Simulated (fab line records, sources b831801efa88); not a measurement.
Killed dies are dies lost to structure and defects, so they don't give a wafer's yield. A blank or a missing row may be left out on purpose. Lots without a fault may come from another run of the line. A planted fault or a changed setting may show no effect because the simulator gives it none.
fab line records | flow sky130
record lots=11 wafers=33 last_day=50
route steps=708 shown VIA3@574 METAL5@665 PAD_OPEN@708
lots that met no fault: from a run of the same line without faults
start_h: hours from the record's first day to the start of the lot's first wafer shown | wait_h: hours since the lot's step before | " the same as in the row above | L1.1+2: a row that stands for several wafers | - no value, or no start given | * or withheld: withheld | < > ~ a bound
route shown NAME@n: a module of which the file shows steps, and the number in the route of the first | usual: mean/standard deviation of fault-free wafers | same: alike in all rows | chamber/n: place in a boat | sites: the reading at each site | _std_site: their standard deviation | _edge_site: outer sites' mean less inner sites' | radius_mm: how far each site lies from the wafer's centre | mask NAME#n: copy n | behind: the tool/chamber that last shaped the wafer | hold: why the lot was held/for how many hours/how that ended | device: the transistor (n, p or np) that didn't switch | end of line: the same wafers' tests at the end of the route | a step without rows: its recipe alone | killed: dies lost to structure and defects at the first sort, not the wafer's yield | map: a wafer's dies, x killed, . not, _ none there
set.NAME: the setting as run; set.NAME@STEP: as run at that earlier step | model.NAME: the simulator's own value behind a step, which no gauge read
steps of the route over a sample of lots; a table a step, a row a wafer
services: from which hour (start_h, from the record's first day; less than 0 if before it) a tool's chamber was out of use, for how many hours, and why
## steps
# step SKY_VIA3_THK_MEAS_01
# recipe reads=SiO2_of_VIA3_HDPCVD_00
# usual VIA3_HDPCVD_THK=1667/21
# columns lot.wafer tool chamber start_h wait_h VIA3_HDPCVD_THK[nm]
L817.2 film_metro-01 - 927.18 0.1 1635
L817.3 " - " " 1648
L817.5 " - " " 1647
L818.1 film_metro-03 - 931.35 0.2 1649
L818.4 " - " " 1627
L818.5 " - " " 1629
L819.1 film_metro-04 - 935.32 0.1 1658
L819.4 " - " " 1670
L819.6 " - " " 1668
L821.3 film_metro-01 - 948.12 0.1 1656
L821.5 " - " " 1653
L821.6 " - " " 1657
L822.1 film_metro-01 - 958.99 0.1 1668
L822.3 " - " " 1637
L822.4 " - " " 1654
L823.2 film_metro-03 - 970.75 0.1 1661
L823.5 " - " " 1665
L823.6 " - " " 1673
L824.3 film_metro-04 - 976.54 0.1 1663
L824.4 " - " " 1664
L824.6 " - " " 1669
L826.3 film_metro-01 - 982.39 0.1 1662
L826.5 " - " " 1664
L826.6 " - " " 1670
L834.1 film_metro-01 - 1040.01 0.1 1685
L834.2 " - " " 1696
L834.6 " - " " 1683
L835.1 film_metro-01 - 1042.13 0.1 1652
L835.5 " - " " 1664
L835.6 " - " " 1652
L838.2 film_metro-01 - 1061.66 0.1 1663
L838.4 " - " " 1673
L838.5 " - " " 1683
# step SKY_VIA3_ETCH_14
# recipe chemistry=N2/H2 target=BARC ion_energy_ev=200 source_w=500 bias_w=100 pressure_mtorr=30 n2_flow_sccm=100 h2_flow_sccm=200 stop_on=SiO2 time_s=45.9 target_depth_a=600
# usual drypump_motor_current_A=5.6/0.51 oes_product_au=0.855/0.0047 throttle_valve_pct=13.225/0.0087
# columns lot.wafer tool chamber start_h wait_h drypump_motor_current_A oes_product_au rf_hours_counter_h throttle_valve_pct
L817.2 rie_diel-02 2 951.92 0.0 5.1 0.862 16.3 13.222
L817.3 " 3 " " 5.0 0.861 13.6 13.223
L817.5 " 0 " " 6.7 0.857 - 13.225
L818.1 rie_diel-04 3 955.99 0.0 5.9 0.846 17.2 13.233
L818.4 " 2 " " 6.1 0.860 15.8 13.237
L818.5 " 0 " " 5.0 0.850 - 13.232
L819.1 rie_diel-04 3 960.42 0.0 5.9 0.848 17.3 13.216
L819.4 " 1 " " 5.7 0.860 17.6 13.221
L819.6 " 1 " " 5.7 0.855 - 13.226
L821.3 rie_diel-01 0 972.12 0.0 6.2 0.850 13.1 13.227
L821.5 " 2 " " 6.0 0.864 - 13.237
L821.6 " 1 " " 5.6 0.862 - 13.220
L822.1 rie_diel-02 1 983.67 0.0 6.0 0.849 15.7 13.230
L822.3 " 2 " " 5.1 0.855 17.3 13.220
L822.4 " 3 " " 5.0 0.852 14.6 13.226
L823.2 rie_diel-02 0 995.14 0.0 6.7 0.863 19.3 13.224
L823.5 " 3 " " 5.0 0.849 - 13.228
L823.6 " 0 " " 6.7 0.849 - 13.220
L824.3 rie_diel-04 2 1000.62 0.0 6.0 0.862 16.5 13.238
L824.4 " 1 " " 5.7 0.858 18.4 13.236
L824.6 " 3 " " 5.9 0.865 - 13.226
L826.3 rie_diel-02 2 1006.62 0.0 5.1 0.851 18.5 13.212
L826.5 " 1 " " 6.0 0.862 - 13.216
L826.6 " 3 " " 5.0 0.856 - 13.231
L834.1 rie_diel-02 0 1062.27 0.0 6.7 0.851 21.8 13.225
L834.2 " 1 " " 6.0 0.848 19.2 13.230
L834.6 " 2 " " 5.1 0.846 - 13.215
L835.1 rie_diel-02 3 1064.54 0.0 5.0 0.856 18.3 13.248
L835.5 " 3 " " 5.0 0.863 - 13.216
L835.6 " 2 " " 5.1 0.859 - 13.232
L838.2 rie_diel-01 1 1083.24 0.0 5.6 0.853 11.3 13.233
L838.4 " 2 " " 6.0 0.855 16.7 13.230
L838.5 " 3 " " 5.9 0.860 - 13.226
# step SKY_VIA3_STRIP_16
# recipe chemistry=O2/N2 power_w=1400 pressure_mtorr=1500 platen_temp_c=withheld o2_flow_sccm=3000 n2_flow_sccm=300 overash_fraction=0.5
# usual drypump_motor_current_A=5.57/0.24 oes_product_au=0.402/0.0044 strip_time_to_endpoint_s=4.12/0.036
# columns lot.wafer tool chamber start_h wait_h drypump_motor_current_A oes_product_au rf_hours_counter_h strip_time_to_endpoint_s
L817.2 plasma_asher-02 0 952.02 0.0 5.78 0.403 19 4.20
L817.3 " 1 " " 5.23 0.401 - 4.21
L817.5 " 1 " " 5.26 0.408 - 4.21
L818.1 plasma_asher-02 0 956.09 0.0 5.76 0.399 19 4.11
L818.4 " 1 " " 5.23 0.404 - 4.18
L818.5 " 0 " " 5.76 0.402 - 4.14
L819.1 plasma_asher-04 1 960.52 0.0 5.96 0.409 53 4.10
L819.4 " 1 " " 5.94 0.401 - 4.12
L819.6 " 1 " " 5.96 0.401 - 4.12
L821.3 plasma_asher-02 1 972.25 0.1 5.23 0.403 - 4.08
L821.5 " 0 " " 5.77 0.407 - 4.11
L821.6 " 1 " " 5.22 0.394 - 4.10
L822.1 plasma_asher-02 0 983.77 0.0 5.79 0.415 22 4.14
L822.3 " 1 " " 5.22 0.403 - 4.16
L822.4 " 0 " " 5.80 0.409 - 4.14
L823.2 plasma_asher-04 0 995.24 0.0 5.66 0.407 56 4.18
L823.5 " 0 " " 5.64 0.395 - 4.17
L823.6 " 1 " " 5.92 0.412 - 4.17
L824.3 plasma_asher-01 0 1000.75 0.1 5.57 0.401 - 4.11
L824.4 " 1 " " 5.45 0.401 - 4.10
L824.6 " 1 " " 5.44 0.401 - 4.11
L826.3 plasma_asher-02 1 1006.75 0.1 5.22 0.404 - 4.16
L826.5 " 0 " " 5.79 0.399 - 4.10
L826.6 " 1 " " 5.23 0.394 - 4.15
L834.1 plasma_asher-04 0 1062.37 0.0 5.65 0.403 63 4.17
L834.2 " 1 " " 5.96 0.402 63 4.16
L834.6 " 1 " " 5.95 0.404 - 4.16
L835.1 plasma_asher-04 0 1064.64 0.0 5.66 0.400 63 4.18
L835.5 " 0 " " 5.67 0.392 - 4.18
L835.6 " 1 " " 5.95 0.408 - 4.19
L838.2 plasma_asher-04 1 1083.34 0.0 5.92 0.402 65 4.10
L838.4 " 1 " " 5.94 0.401 - 4.08
L838.5 " 0 " " 5.64 0.395 - 4.13
# step SKY_METAL5_SPUTTER_04
# recipe material=TiN target_thk_nm=70 power_w=6500 time_s=58.3 chamber_pressure_pa=0.4
# usual cathode_dc_power_W=6499.9/1.2 throttle_valve_pct=30.0/1.4
# columns lot.wafer tool chamber start_h wait_h cathode_dc_power_W throttle_valve_pct
L817.2 pvd_sputter-02 - 1026.75 0.0 6498.2 30.8
L817.3 " - " " 6500.3 28.0
L817.5 " - " " 6498.3 29.6
L818.1 pvd_sputter-02 - 1030.85 0.0 6500.2 29.9
L818.4 " - " " 6499.8 29.6
L818.5 " - " " 6500.9 27.9
L819.1 pvd_sputter-04 - 1035.47 0.0 6499.0 28.2
L819.4 " - " " 6501.1 28.0
L819.6 " - " " 6501.9 28.1
L821.3 pvd_sputter-04 - 1046.60 0.0 6501.5 30.9
L821.5 " - " " 6500.9 31.1
L821.6 " - " " 6499.0 28.0
L822.1 pvd_sputter-02 - 1057.19 0.0 6499.9 29.6
L822.3 " - " " 6499.0 28.2
L822.4 " - " " 6499.4 29.9
L823.2 pvd_sputter-04 - 1066.70 0.0 6499.5 31.8
L823.5 " - " " 6500.1 31.7
L823.6 " - " " 6500.5 28.3
L824.3 pvd_sputter-03 - 1071.98 0.0 6500.5 30.1
L824.4 " - " " 6501.6 29.4
L824.6 " - " " 6500.7 30.5
L826.3 pvd_sputter-03 - 1077.92 0.0 6497.3 30.4
L826.5 " - " " 6500.5 30.3
L826.6 " - " " 6498.0 32.2
L834.1 pvd_sputter-04 - 1128.94 0.0 6796.3 27.9
L834.2 " - " " 6794.4 31.7
L834.6 " - " " 6795.9 28.0
L835.1 pvd_sputter-04 - 1131.32 0.0 6795.0 31.8
L835.5 " - " " 6798.1 31.9
L835.6 " - " " 6794.8 27.9
L838.2 pvd_sputter-03 - 1147.34 0.0 6498.8 30.3
L838.4 " - " " 6500.7 32.3
L838.5 " - " " 6498.8 29.6
# step SKY_PAD_OPEN_PROBE_99
# usual defect_limited_yield=82.7/1.8 killed_at_M0_to_M3=42/7.5 killed_at_M4_up=3.2/1.7 killed_at_contacts=24/5.1 killed_at_front_end=15/4.1 killed_at_other=0.3/0.58 killed_dies=85/8.9 killed_open=46/6.4 killed_short=39/6 sort_bin_3_pad_short=0.9/0.4 sort_bin_5_function=10.1/1.6 sort_bin_6_memory=6.3/1 sort_n_pass=407/9 sort_yield_pct=82.7/1.8
# same gross_dies=492 killed_at_back_side=0 sort_bin_4_leakage[%]=0 sort_bin_8_speed[%]=0
# columns lot.wafer tool chamber start_h wait_h defect_limited_yield[%] killed_at_M0_to_M3 killed_at_M4_up killed_at_contacts killed_at_front_end killed_at_other killed_dies killed_open killed_short sort_bin_3_pad_short[%] sort_bin_5_function[%] sort_bin_6_memory[%] sort_n_pass sort_yield_pct[%]
L817.2 prober-01 - 1094.40 0.1 81.1 49 1 21 22 0 93 38 55 1.6 10.8 6.5 399 81.1
L817.3 prober-01 - 1094.45 0.2 80.1 45 3 23 26 1 98 54 44 1.0 12.0 6.9 394 80.1
L817.5 prober-01 - 1094.55 0.2 80.7 53 0 22 20 0 95 59 36 0.8 9.8 8.7 397 80.7
L818.1 prober-02 - 1098.37 0.1 78.7 53 3 30 19 0 105 62 43 1.0 13.0 7.3 387 78.7
L818.4 prober-02 - 1098.52 0.2 82.7 36 4 26 18 1 85 49 36 0.8 10.0 6.5 407 82.7
L818.5 prober-02 - 1098.57 0.2 82.5 49 2 21 13 1 86 48 38 1.0 11.2 5.3 406 82.5
L819.1 prober-01 - 1103.49 0.1 83.9 42 3 22 12 0 79 42 37 1.0 8.1 6.9 413 83.9
L819.4 prober-01 - 1103.64 0.2 83.5 47 2 20 12 0 81 45 36 0.4 11.0 5.1 411 83.5
L819.6 prober-01 - 1103.74 0.2 82.1 35 4 28 20 1 88 40 48 1.8 11.0 5.1 404 82.1
L821.3 prober-01 - 1113.79 0.2 83.7 40 5 24 11 0 80 43 37 1.0 11.0 4.3 412 83.7
L821.5 prober-01 - 1113.89 0.2 82.3 50 2 19 16 0 87 43 44 0.8 12.0 4.9 405 82.3
L821.6 prober-01 - 1113.94 0.2 83.5 54 2 16 8 1 81 46 35 0.6 9.6 6.3 411 83.5
L822.1 prober-02 - 1121.90 0.1 79.1 58 1 27 17 0 103 56 47 1.2 11.8 7.9 389 79.1
L822.3 prober-02 - 1122.00 0.2 79.5 53 4 32 11 1 101 50 51 1.2 13.6 5.7 391 79.5
L822.4 prober-02 - 1122.05 0.2 84.6 34 3 27 12 0 76 38 38 0.6 10.6 4.3 416 84.6
L823.2 prober-01 - 1130.81 0.1 83.1 38 1 28 15 1 83 48 35 1.2 10.2 5.5 409 83.1
L823.5 prober-01 - 1130.96 0.2 86.2 34 3 21 10 0 68 41 26 0.6 7.5 5.7 424 86.2
L823.6 prober-01 - 1131.01 0.2 81.5 50 2 23 16 0 91 44 47 0.8 11.8 5.9 401 81.5
L824.3 prober-02 - 1136.14 0.2 80.1 44 6 31 16 1 98 50 47 1.2 13.2 5.5 394 80.1
L824.4 prober-02 - 1136.19 0.2 81.9 35 4 30 20 0 89 51 38 2.0 9.8 6.3 403 81.9
L824.6 prober-02 - 1136.29 0.2 81.9 38 6 31 13 1 89 57 32 0.6 12.0 5.5 403 81.9
L826.3 prober-01 - 1140.74 0.2 80.9 45 2 32 15 0 94 55 39 1.0 12.0 6.1 398 80.9
L826.5 prober-01 - 1140.84 0.2 82.3 47 3 23 14 0 87 47 40 1.0 10.2 6.5 405 82.3
L826.6 prober-01 - 1140.89 0.2 81.9 45 1 29 14 0 89 46 43 1.4 10.0 6.7 403 81.9
L834.1 prober-02 - 1183.53 0.1 82.3 42 1 28 16 0 87 47 40 0.8 9.6 7.3 405 82.3
L834.2 prober-02 - 1183.58 0.1 84.6 47 4 14 11 0 76 43 33 0.4 10.4 4.7 416 84.6
L834.6 prober-02 - 1183.78 0.2 83.5 39 2 33 7 0 81 50 31 1.2 7.7 7.5 411 83.5
L835.1 prober-02 - 1186.85 0.1 80.7 52 9 19 14 1 95 44 50 0.8 10.0 8.5 397 80.7
L835.5 prober-02 - 1187.05 0.2 83.3 41 2 25 14 0 82 42 40 1.6 9.3 5.7 410 83.3
L835.6 prober-02 - 1187.10 0.2 83.3 41 4 27 10 0 82 45 37 0.8 8.9 6.9 410 83.3
L838.2 prober-02 - 1198.49 0.1 80.5 56 2 21 17 0 96 55 41 1.4 10.4 7.7 396 80.5
L838.4 prober-02 - 1198.59 0.2 84.8 44 3 17 10 1 75 42 33 0.6 9.3 5.3 417 84.8
L838.5 prober-02 - 1198.64 0.2 84.6 38 1 20 17 0 76 48 27 0.4 10.6 4.5 416 84.6
# killed by level:class
L817.2 VIA1:geometric_particle:short=12 POLY_GATE:geometric_particle:short=11 METAL2:geometric_particle:short=11 CONTACT:geometric_particle:open=8 LI_CONTACT:geometric_particle:open=7 VIA3:geometric_particle:open=6 FIELD_ISO:geometric_particle:short=5 CONTACT:geometric_particle:short=5
L817.3 VIA1:geometric_particle:open=13 LI_CONTACT:geometric_particle:open=8 FIELD_ISO:geometric_particle:short=7 VIA2:geometric_particle:open=7 CONTACT:geometric_particle:open=6 FIELD_ISO:geometric_particle:open=5 POLY_GATE:geometric_particle:open=5 CONTACT:geometric_particle:short=5
L817.5 VIA1:geometric_particle:open=14 CONTACT:geometric_particle:open=13 FIELD_ISO:geometric_particle:open=10 LI_CONTACT:geometric_particle:open=9 METAL2:geometric_particle:short=8 VIA3:geometric_particle:open=8 VIA1:geometric_particle:short=7 METAL1:geometric_particle:short=6
L818.1 VIA1:geometric_particle:open=14 LI_CONTACT:geometric_particle:open=11 CONTACT:geometric_particle:open=8 METAL1:geometric_particle:short=7 VIA1:geometric_particle:short=7 VIA2:geometric_particle:open=7 CONTACT:geometric_particle:short=5 METAL2:geometric_particle:short=5
L818.4 VIA1:geometric_particle:open=10 CONTACT:geometric_particle:open=8 FIELD_ISO:geometric_particle:open=6 POLY_GATE:geometric_particle:open=5 LI_CONTACT:geometric_particle:open=5 LOCAL_INTERCONNECT:geometric_particle:short=4 CONTACT:geometric_particle:short=4 METAL2:geometric_particle:short=4
L818.5 CONTACT:geometric_particle:open=9 VIA1:geometric_particle:open=9 METAL2:geometric_particle:short=8 VIA2:geometric_particle:open=8 VIA1:geometric_particle:short=6 LI_CONTACT:geometric_particle:open=5 POLY_GATE:geometric_particle:short=4 POLY_GATE:geometric_particle:open=4
L819.1 VIA1:geometric_particle:open=9 CONTACT:geometric_particle:open=8 METAL2:geometric_particle:short=8 VIA1:geometric_particle:short=6 LI_CONTACT:geometric_particle:open=5 VIA3:geometric_particle:open=5 FIELD_ISO:geometric_particle:open=4 LI_CONTACT:geometric_particle:short=4
L819.4 CONTACT:geometric_particle:open=11 VIA3:geometric_particle:open=8 VIA1:geometric_particle:open=8 VIA1:geometric_particle:short=6 CONTACT:geometric_particle:short=5 METAL1:geometric_particle:open=5 VIA2:geometric_particle:open=5 FIELD_ISO:geometric_particle:short=4
L819.6 CONTACT:geometric_particle:short=8 CONTACT:geometric_particle:open=8 METAL2:geometric_particle:short=7 VIA1:geometric_particle:open=6 LI_CONTACT:geometric_particle:open=5 METAL1:geometric_particle:short=5 FIELD_ISO:geometric_particle:short=4 POLY_GATE:geometric_particle:open=4
L821.3 CONTACT:geometric_particle:open=8 METAL2:geometric_particle:short=7 LI_CONTACT:geometric_particle:open=6 LI_CONTACT:geometric_particle:short=5 METAL2:geometric_particle:open=5 METAL3:geometric_particle:short=5 VIA3:geometric_particle:open=5 LOCAL_INTERCONNECT:geometric_particle:short=4
L821.5 METAL2:geometric_particle:short=10 FIELD_ISO:geometric_particle:short=8 VIA1:geometric_particle:open=8 VIA3:geometric_particle:open=8 CONTACT:geometric_particle:open=8 VIA2:geometric_particle:open=6 METAL1:geometric_particle:short=5 CONTACT:geometric_particle:short=4
L821.6 VIA3:geometric_particle:open=10 METAL2:geometric_particle:short=9 VIA2:geometric_particle:open=9 VIA1:geometric_particle:open=7 LI_CONTACT:geometric_particle:open=6 CONTACT:geometric_particle:open=5 VIA1:geometric_particle:short=5 VIA2:geometric_particle:short=5
L822.1 VIA3:geometric_particle:open=11 VIA1:geometric_particle:open=10 VIA1:geometric_particle:short=9 CONTACT:geometric_particle:open=8 LI_CONTACT:geometric_particle:open=8 LOCAL_INTERCONNECT:geometric_particle:short=7 METAL1:geometric_particle:short=7 VIA2:geometric_particle:open=6
L822.3 VIA1:geometric_particle:open=13 CONTACT:geometric_particle:open=11 VIA3:geometric_particle:open=9 LOCAL_INTERCONNECT:geometric_particle:short=8 LI_CONTACT:geometric_particle:open=6 METAL1:geometric_particle:short=6 METAL2:geometric_particle:short=6 VIA2:geometric_particle:open=6
L822.4 CONTACT:geometric_particle:open=8 LI_CONTACT:geometric_particle:open=7 VIA2:geometric_particle:open=7 VIA3:geometric_particle:open=6 CONTACT:geometric_particle:short=5 METAL1:geometric_particle:short=4 VIA1:geometric_particle:short=4 FIELD_ISO:geometric_particle:open=3
L823.2 CONTACT:geometric_particle:open=9 VIA2:geometric_particle:open=8 LI_CONTACT:geometric_particle:open=6 LOCAL_INTERCONNECT:geometric_particle:short=6 VIA1:geometric_particle:open=6 METAL2:geometric_particle:short=5 FIELD_ISO:geometric_particle:open=4 CONTACT:geometric_particle:short=4
L823.5 VIA1:geometric_particle:open=13 CONTACT:geometric_particle:open=8 LI_CONTACT:geometric_particle:open=6 VIA1:geometric_particle:short=4 VIA3:geometric_particle:open=4 POLY_GATE:geometric_particle:open=3 POLY_GATE:geometric_particle:short=3 VIA2:geometric_particle:short=3
L823.6 VIA1:geometric_particle:open=14 CONTACT:geometric_particle:short=8 FIELD_ISO:geometric_particle:short=6 METAL1:geometric_particle:short=6 LOCAL_INTERCONNECT:geometric_particle:short=5 METAL2:geometric_particle:short=5 VIA3:geometric_particle:open=5 LI_CONTACT:geometric_particle:open=4
L824.3 CONTACT:geometric_particle:open=10 VIA3:geometric_particle:open=10 LI_CONTACT:geometric_particle:open=6 CONTACT:geometric_particle:short=6 VIA1:geometric_particle:open=6 METAL2:geometric_particle:short=6 METAL4:geometric_particle:short=5 LI_CONTACT:geometric_particle:short=5
L824.4 CONTACT:geometric_particle:open=14 VIA1:geometric_particle:open=9 LI_CONTACT:geometric_particle:open=8 VIA2:geometric_particle:open=6 FIELD_ISO:geometric_particle:short=5 POLY_GATE:geometric_particle:short=5 CONTACT:geometric_particle:short=4 METAL4:geometric_particle:short=4
L824.6 CONTACT:geometric_particle:open=12 VIA1:geometric_particle:open=10 LI_CONTACT:geometric_particle:open=9 METAL2:geometric_particle:short=8 VIA2:geometric_particle:open=7 FIELD_ISO:geometric_particle:open=4 CONTACT:geometric_particle:short=4 METAL1:geometric_particle:short=4
L826.3 CONTACT:geometric_particle:open=15 LI_CONTACT:geometric_particle:open=12 VIA1:geometric_particle:open=11 METAL1:geometric_particle:short=7 FIELD_ISO:geometric_particle:short=6 VIA3:geometric_particle:open=5 VIA2:geometric_particle:open=5 VIA1:geometric_particle:short=5
L826.5 VIA1:geometric_particle:open=10 CONTACT:geometric_particle:open=7 LI_CONTACT:geometric_particle:open=6 LI_CONTACT:geometric_particle:short=5 METAL1:geometric_particle:short=5 METAL2:geometric_particle:open=5 METAL1:geometric_particle:open=4 VIA1:geometric_particle:short=4
L826.6 VIA1:geometric_particle:open=10 CONTACT:geometric_particle:open=9 LI_CONTACT:geometric_particle:open=8 METAL2:geometric_particle:short=8 LOCAL_INTERCONNECT:geometric_particle:short=6 VIA3:geometric_particle:open=6 VIA2:geometric_particle:open=5 CONTACT:geometric_particle:short=4
L834.1 LI_CONTACT:geometric_particle:open=9 CONTACT:geometric_particle:open=9 VIA1:geometric_particle:open=9 METAL1:geometric_particle:short=7 FIELD_ISO:geometric_particle:short=6 POLY_GATE:geometric_particle:open=6 VIA1:geometric_particle:short=6 LOCAL_INTERCONNECT:geometric_particle:short=5
L834.2 VIA1:geometric_particle:open=13 VIA3:geometric_particle:open=9 CONTACT:geometric_particle:open=7 POLY_GATE:geometric_particle:short=6 VIA2:geometric_particle:open=6 VIA1:geometric_particle:short=5 METAL2:geometric_particle:short=4 FIELD_ISO:geometric_particle:short=3
L834.6 CONTACT:geometric_particle:open=13 VIA1:geometric_particle:open=12 VIA2:geometric_particle:open=7 LI_CONTACT:geometric_particle:open=6 CONTACT:geometric_particle:short=6 VIA1:geometric_particle:short=6 LOCAL_INTERCONNECT:geometric_particle:short=5 METAL1:geometric_particle:short=4
L835.1 VIA1:geometric_particle:open=14 METAL1:geometric_particle:short=6 METAL2:geometric_particle:short=6 CONTACT:geometric_particle:short=5 CONTACT:geometric_particle:open=5 VIA3:geometric_particle:short=5 METAL4:geometric_particle:short=5 POLY_GATE:geometric_particle:short=4
L835.5 METAL2:geometric_particle:short=10 CONTACT:geometric_particle:open=10 VIA3:geometric_particle:open=8 VIA1:geometric_particle:open=6 METAL1:geometric_particle:short=5 LI_CONTACT:geometric_particle:short=5 FIELD_ISO:geometric_particle:short=4 FIELD_ISO:geometric_particle:open=4
L835.6 CONTACT:geometric_particle:open=11 VIA1:geometric_particle:open=10 VIA2:geometric_particle:open=8 LI_CONTACT:geometric_particle:open=5 METAL1:geometric_particle:short=5 VIA1:geometric_particle:short=5 METAL2:geometric_particle:short=5 FIELD_ISO:geometric_particle:short=4
L838.2 VIA1:geometric_particle:open=12 CONTACT:geometric_particle:open=11 VIA2:geometric_particle:open=9 FIELD_ISO:geometric_particle:open=6 VIA2:geometric_particle:short=6 VIA3:geometric_particle:open=6 METAL1:geometric_particle:short=6 VIA1:geometric_particle:short=6
L838.4 VIA1:geometric_particle:open=8 CONTACT:geometric_particle:open=7 VIA2:geometric_particle:open=7 VIA1:geometric_particle:short=6 VIA3:geometric_particle:open=6 LI_CONTACT:geometric_particle:open=5 METAL1:geometric_particle:short=4 VIA2:geometric_particle:short=4
L838.5 VIA1:geometric_particle:open=12 CONTACT:geometric_particle:open=8 LI_CONTACT:geometric_particle:open=6 FIELD_ISO:geometric_particle:open=5 VIA1:geometric_particle:short=5 FIELD_ISO:geometric_particle:short=4 VIA3:geometric_particle:open=4 CONTACT:geometric_particle:short=4
## services
# columns tool chamber start_h hours kind
rie_diel-04 - 946.10 0.1 repair
pvd_sputter-03 - 949.14 14.9 repair
rie_diel-01 3 970.43 101.3 repair
rie_diel-04 - 974.50 15.6 pm
rie_diel-01 - 983.36 0.3 repair
rie_diel-01 1 992.21 14.2 repair
rie_diel-01 2 996.24 2.9 repair
rie_diel-02 3 996.52 7.4 repair
rie_diel-04 - 1002.56 13.0 repair
rie_diel-04 1 1005.27 23.5 repair
rie_diel-02 0 1005.39 8.9 repair
rie_diel-04 2 1008.66 34.8 repair
plasma_asher-04 - 1016.21 2.8 pm
plasma_asher-04 - 1035.81 0.7 repair
rie_diel-01 0 1038.21 2.9 repair
pvd_sputter-02 - 1057.94 1.1 repair
pvd_sputter-04 - 1058.18 0.7 repair
pvd_sputter-04 - 1066.90 1.3 repair
rie_diel-04 3 1080.50 9.9 repair
rie_diel-01 - 1084.97 14.6 pm
pvd_sputter-04 - 1117.34 2.4 repair
rie_diel-01 2 1122.88 10.2 repair
rie_diel-04 - 1129.78 28.1 pm
pvd_sputter-02 - 1141.96 12.5 repair
## key
first_sign step=SKY_METAL5_SPUTTER_04 reading=cathode_dc_power_W direction=up sigmas=99+ usual=6499.9 struck=6795.7
effect none on later readings
met_at SKY_METAL5_SPUTTER_04
struck_lots L834,L835
not_acting_at SKY_VIA3_THK_MEAS_01,SKY_VIA3_ETCH_14,SKY_VIA3_STRIP_16
onset_between 1066.70 1128.94
fault kind=process_parameter_drift tool=pvd_sputter-04 chamber=- onset_h=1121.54 steps=SKY_METAL5_SPUTTER_04 channel=power_w offset=* shape=step end_h=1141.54 acts_in=* stated=*
